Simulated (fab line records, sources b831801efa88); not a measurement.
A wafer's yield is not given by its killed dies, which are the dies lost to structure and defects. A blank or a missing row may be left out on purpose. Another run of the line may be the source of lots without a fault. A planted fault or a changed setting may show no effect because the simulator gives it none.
fab line records	flow sky130
[record] lots = 24	wafers = 72	last-day = 50
route steps=708 shown VIA2@509 METAL4@601 VIA4@659 METAL5@661
lots that met no fault: from a run of the same line without faults
start-h: start of the lot's first displayed wafer, in hours after the record's first day	wait-h: hours from the lot's prior step to this one	" repeats the value in the row above	L1.1+2: several wafers, shown together as one row	- no value present, or no start provided	* or withheld: withheld	< > ~ a bound
route shown NAME@n: names a module that has steps shown in the file, with the first one's number in the route	usual: mean and standard deviation over wafers with no fault	same: alike in all rows	chamber/n: place in a boat	sites: per-site readings	_std_site: their standard deviation	_edge_site: inner sites' mean taken away from outer sites' mean	radius-mm: how far each site lies from the wafer's centre	mask NAME#n: copy n	behind: tool/chamber where the wafer was last shaped	hold: what put the lot on hold/how long, in hours/how the hold closed	device: whichever transistor did not switch (one of n, p or np)	end of line: the same wafers' tests at the end of the route	for a step that has no rows: nothing shown but its recipe	killed: count of dies lost to structure and defects at first sort (not the wafer's yield)	map: the dies of a wafer, with x for killed, . for not killed, _ for no die there
set.NAME: setting as actually run; set.NAME@STEP: the setting as run at that earlier step	model.NAME: the simulator's own value behind a step, which no gauge read
one table for each step of the route and one row for each wafer, over a sample of lots
services: a tool's chamber out of use, with start hour (start-h, from the record's first day; less than 0 if before it), hours out, and reason
[[steps]]
[step SKY_VIA2_CMP_02]
[recipe] material = SiO2	down-force-psi = 4	platen-rpm = 60	pad-velocity-m-s = 0.94248
[usual] motor-current-A = 12.1/1.3	slurry-filter-dp-kPa = 13.50/0.14	slurry-flow-ml-min = 150.0/0.43
lot.wafer	tool	chamber	start-h	wait-h	motor-current-A	slurry-filter-dp-kPa	slurry-flow-ml-min
L074.2	cmp-01	3	820.52	0.2	11.0	13.68	151.2
L074.5	"	0	"	"	10.8	13.45	149.6
L074.6	"	1	"	"	14.6	13.56	150.2
L075.4	cmp-02	0	831.54	0.1	11.2	13.67	149.2
L075.1	"	1	"	"	11.0	13.13	149.5
L075.3	"	2	"	"	13.3	13.41	150.7
L076.3	cmp-01	1	836.65	0.0	14.2	13.75	150.8
L076.4	"	3	"	"	11.7	13.41	150.3
L076.5	"	1	"	"	13.4	13.63	150.3
L077.4	cmp-02	0	838.27	0.1	10.5	13.40	149.7
L077.5	"	3	"	"	13.3	13.39	150.0
L077.6	"	0	"	"	10.2	13.34	150.1
L078.4	cmp-02	3	866.44	0.2	12.6	13.61	149.5
L078.6	"	0	"	"	11.0	13.38	150.2
L078.5	"	1	"	"	11.1	13.23	149.6
L079.1	cmp-02	2	870.42	0.1	13.8	13.43	150.7
L079.3	"	3	"	"	13.3	13.59	149.2
L079.5	"	2	"	"	13.7	13.28	149.9
L081.4	cmp-02	2	881.87	0.0	13.7	13.26	150.3
L081.2	"	3	"	"	12.8	13.37	150.7
L081.6	"	2	"	"	13.4	13.33	150.4
L080.2	cmp-01	1	882.76	0.2	14.2	13.27	150.0
L080.5	"	3	"	"	11.3	13.66	150.4
L080.6	"	0	"	"	10.9	13.44	150.7
L082.2	cmp-01	0	888.86	0.0	11.0	13.76	149.7
L082.4	"	1	"	"	14.1	13.65	150.0
L082.1	"	3	"	"	10.9	13.44	149.7
L083.3	cmp-02	3	891.87	0.1	12.5	13.56	149.5
L083.6	"	2	"	"	13.8	13.40	149.7
L083.5	"	3	"	"	13.4	13.44	150.7
L084.1	cmp-01	3	902.71	0.1	11.3	13.38	150.3
L084.5	"	3	"	"	11.1	13.53	150.1
L084.6	"	0	"	"	11.5	13.59	149.4
L085.4	cmp-01	3	913.96	0.4	11.6	13.47	149.8
L085.2	"	0	"	"	11.0	13.42	150.3
L085.5	"	3	"	"	12.2	13.51	150.2
L086.1	cmp-02	1	917.11	0.1	11.2	13.70	149.1
L086.3	"	2	"	"	14.4	13.53	149.5
L086.6	"	1	"	"	11.3	13.36	149.7
L087.2	cmp-02	1	927.35	0.0	11.1	13.72	150.3
L087.4	"	2	"	"	13.4	13.49	150.3
L087.1	"	3	"	"	13.4	13.60	149.7
L088.1	cmp-01	2	932.60	0.1	10.7	13.70	149.9
L088.3	"	0	"	"	11.4	13.65	150.0
L088.5	"	3	"	"	11.0	13.55	150.4
L090.4	cmp-02	3	947.37	0.1	13.3	13.40	149.6
L090.3	"	0	"	"	10.6	13.49	150.5
L090.6	"	2	"	"	13.8	13.49	150.7
L089.3	cmp-01	3	949.75	0.1	11.1	13.55	149.7
L089.6	"	2	"	"	11.5	13.51	150.9
L089.5	"	3	"	"	11.4	13.68	149.8
L091.3	cmp-02	3	953.91	0.0	12.8	13.39	150.5
L091.4	"	0	"	"	11.0	13.62	149.6
L091.6	"	3	"	"	13.4	13.51	149.5
L092.1	cmp-02	0	956.06	0.1	10.3	13.43	150.2
L092.5	"	3	"	"	13.0	13.18	149.4
L092.6	"	0	"	"	10.1	13.68	149.7
L093.4	cmp-01	3	959.57	0.0	11.1	13.31	149.9
L093.2	"	0	"	"	11.2	13.60	150.4
L093.6	"	3	"	"	11.0	13.52	150.0
L094.3	cmp-02	2	965.35	0.2	13.3	13.68	150.0
L094.6	"	3	"	"	13.4	13.28	149.4
L094.5	"	0	"	"	10.3	13.40	151.0
L095.4	cmp-01	3	968.58	0.1	10.8	13.60	150.3
L095.2	"	1	"	"	14.7	13.53	149.5
L095.6	"	2	"	"	11.5	13.38	150.3
L096.4	cmp-01	2	985.82	0.1	11.0	13.63	150.3
L096.1	"	3	"	"	11.7	13.69	150.9
L096.3	"	0	"	"	10.6	13.51	149.9
L097.1	cmp-02	2	988.27	0.1	13.4	13.62	149.9
L097.3	"	1	"	"	11.6	13.36	150.2
L097.5	"	3	"	"	12.4	13.45	149.9
[step SKY_METAL4_SPUTTER_03]
[recipe] material = Ti	target-thk-nm = 5	power-w = 3000	time-s = 3.3	chamber-pressure-pa = 0.4
[usual] throttle-valve-pct = 30.9/1.1
lot.wafer	tool	chamber	start-h	wait-h	throttle-valve-pct
L074.2	pvd-sputter-03	-	928.06	0.0	32.2
L074.5	"	-	"	"	31.4
L074.6	"	-	"	"	31.4
L075.1	pvd-sputter-02	-	939.42	0.0	29.1
L075.3	"	-	"	"	28.4
L075.4	"	-	"	"	30.5
L076.3	pvd-sputter-02	-	944.08	0.0	28.1
L076.4	"	-	"	"	29.0
L076.5	"	-	"	"	28.7
L077.4	pvd-sputter-03	-	946.15	0.0	32.0
L077.5	"	-	"	"	32.2
L077.6	"	-	"	"	31.3
L078.4	pvd-sputter-02	-	972.12	0.0	29.6
L078.5	"	-	"	"	30.8
L078.6	"	-	"	"	28.7
L079.1	pvd-sputter-03	-	977.58	0.0	31.7
L079.3	"	-	"	"	32.2
L079.5	"	-	"	"	32.1
L081.2	pvd-sputter-03	-	987.75	0.0	32.3
L081.4	"	-	"	"	31.3
L081.6	"	-	"	"	31.8
L080.2	pvd-sputter-01	-	987.84	0.0	31.5
L080.5	"	-	"	"	30.1
L080.6	"	-	"	"	31.4
L082.1	pvd-sputter-01	-	992.55	0.0	32.3
L082.2	"	-	"	"	30.4
L082.4	"	-	"	"	29.7
L083.3	pvd-sputter-03	-	998.46	0.0	31.3
L083.5	"	-	"	"	32.2
L083.6	"	-	"	"	31.4
L084.1	pvd-sputter-03	-	1005.53	0.0	31.4
L084.5	"	-	"	"	31.1
L084.6	"	-	"	"	31.3
L085.2	pvd-sputter-03	-	1017.40	0.0	31.7
L085.4	"	-	"	"	31.4
L085.5	"	-	"	"	31.5
L086.1	pvd-sputter-03	-	1018.30	0.0	31.4
L086.3	"	-	"	"	31.6
L086.6	"	-	"	"	31.5
L087.1	pvd-sputter-01	-	1027.30	0.0	31.5
L087.2	"	-	"	"	29.7
L087.4	"	-	"	"	32.3
L088.1	pvd-sputter-02	-	1033.83	0.0	29.1
L088.3	"	-	"	"	30.9
L088.5	"	-	"	"	28.8
L090.3	pvd-sputter-03	-	1047.65	0.0	31.5
L090.4	"	-	"	"	32.2
L090.6	"	-	"	"	31.1
L089.3	pvd-sputter-01	-	1047.94	0.0	30.7
L089.5	"	-	"	"	29.7
L089.6	"	-	"	"	31.5
L091.3	pvd-sputter-03	-	1051.24	0.0	31.0
L091.4	"	-	"	"	31.5
L091.6	"	-	"	"	31.4
L092.1	pvd-sputter-03	-	1054.72	0.0	31.7
L092.5	"	-	"	"	31.6
L092.6	"	-	"	"	31.4
L093.2	pvd-sputter-01	-	1058.20	0.0	29.3
L093.4	"	-	"	"	30.4
L093.6	"	-	"	"	30.6
L094.3	pvd-sputter-03	-	1061.35	0.0	31.9
L094.5	"	-	"	"	32.0
L094.6	"	-	"	"	31.4
L095.2	pvd-sputter-02	-	1064.58	0.0	30.3
L095.4	"	-	"	"	29.1
L095.6	"	-	"	"	28.7
L096.1	pvd-sputter-01	-	1080.85	0.0	31.1
L096.3	"	-	"	"	30.6
L096.4	"	-	"	"	31.6
L097.1	pvd-sputter-03	-	1084.12	0.0	31.3
L097.3	"	-	"	"	31.5
L097.5	"	-	"	"	31.3
[step SKY_VIA4_THK_MEAS_20]
[recipe] thk-meas-gauge = xrf	reads = W_of_VIA4_CVD_18
[usual] VIA4_W_THK = 509/9.2
lot.wafer	tool	chamber	start-h	wait-h	VIA4_W_THK[nm]
L074.2	film-metro-01	-	1002.15	0.1	500
L074.5	"	-	"	"	503
L074.6	"	-	"	"	498
L075.1	film-metro-02	-	1013.35	0.1	511
L075.3	"	-	"	"	507
L075.4	"	-	"	"	513
L076.3	film-metro-02	-	1017.86	0.1	506
L076.4	"	-	"	"	503
L076.5	"	-	"	"	503
L077.4	film-metro-02	-	1019.99	0.1	498
L077.5	"	-	"	"	496
L077.6	"	-	"	"	502
L078.4	film-metro-01	-	1044.94	0.1	498
L078.5	"	-	"	"	497
L078.6	"	-	"	"	490
L079.1	film-metro-01	-	1049.21	0.1	500
L079.3	"	-	"	"	508
L079.5	"	-	"	"	505
L081.2	film-metro-01	-	1059.22	0.1	514
L081.4	"	-	"	"	512
L081.6	"	-	"	"	514
L080.2	film-metro-02	-	1059.52	0.1	499
L080.5	"	-	"	"	500
L080.6	"	-	"	"	498
L082.1	film-metro-04	-	1062.21	0.1	510
L082.2	"	-	"	"	497
L082.4	"	-	"	"	509
L083.3	film-metro-02	-	1068.71	0.1	514
L083.5	"	-	"	"	517
L083.6	"	-	"	"	504
L084.1	film-metro-02	-	1075.89	0.1	505
L084.5	"	-	"	"	506
L084.6	"	-	"	"	499
L085.2	film-metro-02	-	1085.72	0.1	505
L085.4	"	-	"	"	517
L085.5	"	-	"	"	505
L086.1	film-metro-04	-	1087.54	0.1	529
L086.3	"	-	"	"	513
L086.6	"	-	"	"	520
L087.1	film-metro-04	-	1095.16	0.1	520
L087.2	"	-	"	"	506
L087.4	"	-	"	"	517
L088.1	film-metro-01	-	1100.26	0.1	528
L088.3	"	-	"	"	504
L088.5	"	-	"	"	523
L089.3	film-metro-01	-	1114.33	0.1	528
L089.5	"	-	"	"	509
L089.6	"	-	"	"	527
L090.3	film-metro-02	-	1114.63	0.1	510
L090.4	"	-	"	"	505
L090.6	"	-	"	"	498
L091.3	film-metro-04	-	1116.89	0.1	505
L091.4	"	-	"	"	507
L091.6	"	-	"	"	509
L092.1	film-metro-02	-	1119.46	0.1	500
L092.5	"	-	"	"	521
L092.6	"	-	"	"	505
L093.2	film-metro-04	-	1122.40	0.1	503
L093.4	"	-	"	"	507
L093.6	"	-	"	"	503
L094.3	film-metro-04	-	1126.86	0.1	505
L094.5	"	-	"	"	508
L094.6	"	-	"	"	505
L095.2	film-metro-01	-	1128.52	0.1	512
L095.4	"	-	"	"	508
L095.6	"	-	"	"	509
L096.1	film-metro-04	-	1143.57	0.1	519
L096.3	"	-	"	"	524
L096.4	"	-	"	"	504
L097.1	film-metro-04	-	1146.84	0.1	524
L097.3	"	-	"	"	530
L097.5	"	-	"	"	515
[step SKY_METAL5_SPUTTER_00]
[recipe] material = Ti	target-thk-nm = 15	power-w = 3000	time-s = 10	chamber-pressure-pa = 0.4
[usual] throttle-valve-pct = 29.8/1.3
lot.wafer	tool	chamber	start-h	wait-h	throttle-valve-pct
L074.2	pvd-sputter-01	-	1002.50	0.1	31.3
L074.5	"	-	"	"	31.3
L074.6	"	-	"	"	29.8
L075.1	pvd-sputter-02	-	1015.20	0.2	30.7
L075.3	"	-	"	"	28.5
L075.4	"	-	"	"	28.8
L076.3	pvd-sputter-02	-	1018.51	0.2	30.5
L076.4	"	-	"	"	28.6
L076.5	"	-	"	"	28.5
L077.4	pvd-sputter-01	-	1020.32	0.1	30.4
L077.5	"	-	"	"	31.5
L077.6	"	-	"	"	30.5
L078.4	pvd-sputter-04	-	1045.27	0.2	29.2
L078.5	"	-	"	"	28.6
L078.6	"	-	"	"	32.1
L079.1	pvd-sputter-04	-	1049.57	0.2	32.1
L079.3	"	-	"	"	28.3
L079.5	"	-	"	"	32.2
L081.2	pvd-sputter-02	-	1059.57	0.1	28.8
L081.4	"	-	"	"	30.4
L081.6	"	-	"	"	29.3
L080.2	pvd-sputter-04	-	1059.87	0.1	32.2
L080.5	"	-	"	"	28.7
L080.6	"	-	"	"	28.4
L082.1	pvd-sputter-02	-	1062.64	0.1	28.6
L082.2	"	-	"	"	29.2
L082.4	"	-	"	"	30.6
L083.3	pvd-sputter-02	-	1069.05	0.2	28.4
L083.5	"	-	"	"	29.1
L083.6	"	-	"	"	30.8
L084.1	pvd-sputter-02	-	1076.65	0.2	30.6
L084.5	"	-	"	"	28.8
L084.6	"	-	"	"	30.5
L085.2	pvd-sputter-02	-	1086.66	0.1	28.5
L085.4	"	-	"	"	29.3
L085.5	"	-	"	"	28.1
L086.1	pvd-sputter-01	-	1088.16	0.2	30.5
L086.3	"	-	"	"	31.3
L086.6	"	-	"	"	31.5
L087.1	pvd-sputter-01	-	1095.52	0.1	31.3
L087.2	"	-	"	"	30.6
L087.4	"	-	"	"	30.6
L088.1	pvd-sputter-02	-	1100.62	0.1	29.3
L088.3	"	-	"	"	28.8
L088.5	"	-	"	"	30.7
L089.3	pvd-sputter-04	-	1114.67	0.2	28.4
L089.5	"	-	"	"	29.8
L089.6	"	-	"	"	28.4
L090.3	pvd-sputter-01	-	1114.97	0.2	32.2
L090.4	"	-	"	"	30.7
L090.6	"	-	"	"	32.4
L091.3	pvd-sputter-01	-	1117.23	0.1	30.3
L091.4	"	-	"	"	32.5
L091.6	"	-	"	"	30.3
L092.1	pvd-sputter-01	-	1120.06	0.2	29.7
L092.5	"	-	"	"	29.7
L092.6	"	-	"	"	31.5
L093.2	pvd-sputter-02	-	1122.75	0.1	30.6
L093.4	"	-	"	"	29.2
L093.6	"	-	"	"	28.3
L094.3	pvd-sputter-02	-	1127.45	0.1	28.8
L094.5	"	-	"	"	29.3
L094.6	"	-	"	"	28.7
L095.2	pvd-sputter-04	-	1129.25	0.2	31.9
L095.4	"	-	"	"	28.5
L095.6	"	-	"	"	28.6
L096.1	pvd-sputter-02	-	1143.93	0.1	28.6
L096.3	"	-	"	"	28.4
L096.4	"	-	"	"	29.0
L097.1	pvd-sputter-04	-	1147.22	0.1	32.2
L097.3	"	-	"	"	28.6
L097.5	"	-	"	"	32.3
[step SKY_METAL5_THK_MEAS_06]
[recipe] thk-meas-gauge = xrf	reads = AlCu_of_METAL5_SPUTTER_02
[usual] METAL5_ALCU_THK = 1122/14
lot.wafer	tool	chamber	start-h	wait-h	METAL5_ALCU_THK[nm]
L074.2	film-metro-04	-	1002.80	0.1	1132
L074.5	"	-	"	"	1131
L074.6	"	-	"	"	1124
L075.1	film-metro-03	-	1015.49	0.1	1120
L075.3	"	-	"	"	1127
L075.4	"	-	"	"	1144
L076.3	film-metro-02	-	1018.82	0.1	1111
L076.4	"	-	"	"	1120
L076.5	"	-	"	"	1135
L077.4	film-metro-02	-	1020.63	0.1	1129
L077.5	"	-	"	"	1140
L077.6	"	-	"	"	1121
L078.4	film-metro-04	-	1045.59	0.1	1119
L078.5	"	-	"	"	1124
L078.6	"	-	"	"	1122
L079.1	film-metro-03	-	1049.86	0.1	1134
L079.3	"	-	"	"	1138
L079.5	"	-	"	"	1142
L081.2	film-metro-03	-	1059.86	0.1	1137
L081.4	"	-	"	"	1111
L081.6	"	-	"	"	1125
L080.2	film-metro-02	-	1060.16	0.1	1115
L080.5	"	-	"	"	1115
L080.6	"	-	"	"	1096
L082.1	film-metro-04	-	1062.93	0.1	1107
L082.2	"	-	"	"	1104
L082.4	"	-	"	"	1100
L083.3	film-metro-02	-	1069.36	0.1	1132
L083.5	"	-	"	"	1124
L083.6	"	-	"	"	1117
L084.1	film-metro-03	-	1076.94	0.1	1107
L084.5	"	-	"	"	1129
L084.6	"	-	"	"	1105
L085.2	film-metro-04	-	1086.96	0.1	1110
L085.4	"	-	"	"	1118
L085.5	"	-	"	"	1113
L086.1	film-metro-04	-	1088.45	0.1	1108
L086.3	"	-	"	"	1113
L086.6	"	-	"	"	1108
L087.1	film-metro-02	-	1095.80	0.1	1140
L087.2	"	-	"	"	1119
L087.4	"	-	"	"	1139
L088.1	film-metro-02	-	1100.90	0.1	1121
L088.3	"	-	"	"	1133
L088.5	"	-	"	"	1109
L089.3	film-metro-04	-	1114.97	0.1	1110
L089.5	"	-	"	"	1108
L089.6	"	-	"	"	1124
L090.3	film-metro-02	-	1115.27	0.1	1107
L090.4	"	-	"	"	1102
L090.6	"	-	"	"	1117
L091.3	film-metro-03	-	1117.53	0.1	1123
L091.4	"	-	"	"	1131
L091.6	"	-	"	"	1130
L092.1	film-metro-04	-	1120.34	0.1	1122
L092.5	"	-	"	"	1123
L092.6	"	-	"	"	1113
L093.2	film-metro-02	-	1123.05	0.1	1116
L093.4	"	-	"	"	1104
L093.6	"	-	"	"	1112
L094.3	film-metro-03	-	1127.75	0.1	1140
L094.5	"	-	"	"	1144
L094.6	"	-	"	"	1135
L095.2	film-metro-04	-	1129.54	0.1	1091
L095.4	"	-	"	"	1106
L095.6	"	-	"	"	1091
L096.1	film-metro-03	-	1144.22	0.1	1163
L096.3	"	-	"	"	1136
L096.4	"	-	"	"	1159
L097.1	film-metro-03	-	1147.51	0.1	1123
L097.3	"	-	"	"	1130
L097.5	"	-	"	"	1147
[step SKY_METAL5_METAL_ETCH_15]
[recipe] target-depth-a = 12600	stop-on = SiO2	over-etch-frac = 0.2	time-s = 252	chemistry = Cl2/BCl3	resist-sidewall-deg = 86	pressure-mtorr = 10	icp-w = 900	bias-w = 48.5	Cl2_flow_sccm = 60	bcl3-flow-sccm = 30
[usual] drypump-motor-current-A = 6.2/0.47	oes-product-au = 0.894/0.0053	throttle-valve-pct = 22.264/0.0091
lot.wafer	tool	chamber	start-h	wait-h	drypump-motor-current-A	oes-product-au	rf-hours-counter-h	throttle-valve-pct
L074.2	rie-metal-04	0	1024.81	0.0	5.7	0.894	16	22.271
L074.5	"	1	"	"	6.6	0.889	-	22.265
L074.6	"	0	"	"	5.7	0.902	-	22.260
L075.1	rie-metal-03	1	1037.69	0.0	6.8	0.899	15	22.252
L075.3	"	0	"	"	5.7	0.892	-	22.264
L075.4	"	1	"	"	6.8	0.891	-	22.261
L076.3	rie-metal-03	0	1041.46	0.1	5.7	0.896	-	22.260
L076.4	"	1	"	"	6.8	0.892	-	22.257
L076.5	"	1	"	"	6.8	0.898	-	22.281
L077.4	rie-metal-04	0	1042.75	0.1	5.7	0.895	-	22.274
L077.5	"	0	"	"	5.7	0.895	-	22.278
L077.6	"	1	"	"	6.6	0.886	-	22.264
L078.4	rie-metal-02	1	1066.82	0.1	6.6	0.899	-	22.277
L078.5	"	1	"	"	6.6	0.889	-	22.272
L078.6	"	0	"	"	6.3	0.899	-	22.271
L079.1	rie-metal-03	1	1070.74	0.0	6.8	0.898	17	22.252
L079.3	"	1	"	"	6.8	0.901	-	22.255
L079.5	"	1	"	"	6.8	0.897	-	22.270
L081.2	rie-metal-02	0	1081.14	0.0	6.2	0.891	12	22.264
L081.4	"	0	"	"	6.3	0.894	-	22.251
L081.6	"	0	"	"	6.3	0.900	-	22.256
L080.2	rie-metal-04	0	1081.52	0.0	5.7	0.891	19	22.271
L080.5	"	1	"	"	6.5	0.901	-	22.263
L080.6	"	0	"	"	5.7	0.892	-	22.270
L082.1	rie-metal-04	0	1084.07	0.0	5.7	0.896	19	22.272
L082.2	"	1	"	"	6.5	0.896	12	22.259
L082.4	"	0	"	"	5.7	0.893	-	22.265
L083.3	rie-metal-04	0	1089.77	0.1	5.7	0.881	-	22.282
L083.5	"	0	"	"	5.7	0.893	-	22.271
L083.6	"	1	"	"	6.5	0.889	-	22.266
L084.1	rie-metal-03	1	1097.44	0.0	6.8	0.882	19	22.274
L084.5	"	0	"	"	5.7	0.893	-	22.253
L084.6	"	1	"	"	6.8	0.882	-	22.264
L085.2	rie-metal-03	1	1107.14	0.0	6.8	0.896	19	22.258
L085.4	"	0	"	"	5.7	0.889	-	22.268
L085.5	"	1	"	"	6.8	0.896	-	22.278
L086.1	rie-metal-04	0	1108.39	0.0	5.7	0.903	21	22.268
L086.3	"	0	"	"	5.7	0.884	-	22.262
L086.6	"	1	"	"	6.6	0.883	-	22.253
L087.1	rie-metal-04	0	1115.54	0.0	5.6	0.890	22	22.262
L087.2	"	1	"	"	6.6	0.892	14	22.269
L087.4	"	1	"	"	6.6	0.889	-	22.268
L088.1	rie-metal-02	1	1121.12	0.1	6.5	0.895	18	22.247
L088.3	"	1	"	"	6.6	0.889	-	22.264
L088.5	"	1	"	"	6.6	0.885	-	22.288
L089.3	rie-metal-04	1	1134.22	0.1	6.5	0.901	-	22.258
L089.5	"	0	"	"	5.7	0.897	-	22.259
L089.6	"	1	"	"	6.5	0.893	-	22.262
L090.3	rie-metal-03	1	1134.96	0.1	6.8	0.889	-	22.257
L090.4	"	0	"	"	5.7	0.893	-	22.256
L090.6	"	0	"	"	5.7	0.901	-	22.260
L091.3	rie-metal-03	1	1136.31	0.1	6.8	0.907	-	22.250
L091.4	"	0	"	"	5.7	0.898	-	22.257
L091.6	"	1	"	"	6.8	0.889	-	22.259
L092.1	rie-metal-04	0	1139.51	0.0	5.7	0.894	24	22.276
L092.5	"	1	"	"	6.6	0.895	-	22.236
L092.6	"	0	"	"	5.7	0.896	-	22.263
L093.2	rie-metal-02	1	1142.24	0.0	6.5	0.891	21	22.266
L093.4	"	1	"	"	6.5	0.895	-	22.267
L093.6	"	1	"	"	6.6	0.892	-	22.268
L094.3	rie-metal-02	1	1146.19	0.1	6.6	0.883	-	22.260
L094.5	"	1	"	"	6.6	0.895	-	22.266
L094.6	"	0	"	"	6.3	0.895	-	22.266
L095.2	rie-metal-03	1	1148.64	0.0	6.8	0.895	23	22.256
L095.4	"	0	"	"	5.7	0.892	-	22.275
L095.6	"	0	"	"	5.7	0.895	-	22.269
L096.1	rie-metal-03	0	1161.79	0.0	5.7	0.882	21	22.261
L096.3	"	1	"	"	6.8	0.895	-	22.262
L096.4	"	0	"	"	5.7	0.891	-	22.263
L097.1	rie-metal-04	1	1165.14	0.0	6.6	0.901	18	22.272
L097.3	"	0	"	"	5.7	0.898	-	22.247
L097.5	"	1	"	"	6.6	0.895	-	22.278
[[services]]
tool	chamber	start-h	hours	kind
pvd-sputter-02	-	802.63	1.2	repair
pvd-sputter-03	-	841.83	1.0	repair
pvd-sputter-02	-	862.50	4.1	repair
cmp-01	-	864.45	6.7	pm
cmp-02	-	896.10	2.9	repair
cmp-01	-	905.01	0.5	repair
cmp-02	-	912.23	4.0	pm
cmp-02	-	913.34	1.3	repair
pvd-sputter-01	-	950.17	5.7	repair
pvd-sputter-01	-	971.69	7.0	repair
pvd-sputter-02	-	990.41	23.1	repair
pvd-sputter-01	-	994.80	1.1	repair
cmp-02	-	999.05	0.9	repair
cmp-02	-	999.96	14.3	pm
cmp-01	-	1012.96	3.1	repair
cmp-02	-	1016.40	4.2	pm
cmp-02	-	1017.86	1.2	repair
cmp-01	-	1021.64	4.3	repair
cmp-02	-	1035.25	2.1	repair
cmp-02	-	1074.73	5.3	pm
cmp-01	-	1084.34	4.0	pm
cmp-02	-	1104.68	1.0	repair
cmp-02	-	1105.77	0.5	repair
cmp-02	-	1164.61	0.7	repair
[[key]]
fault none
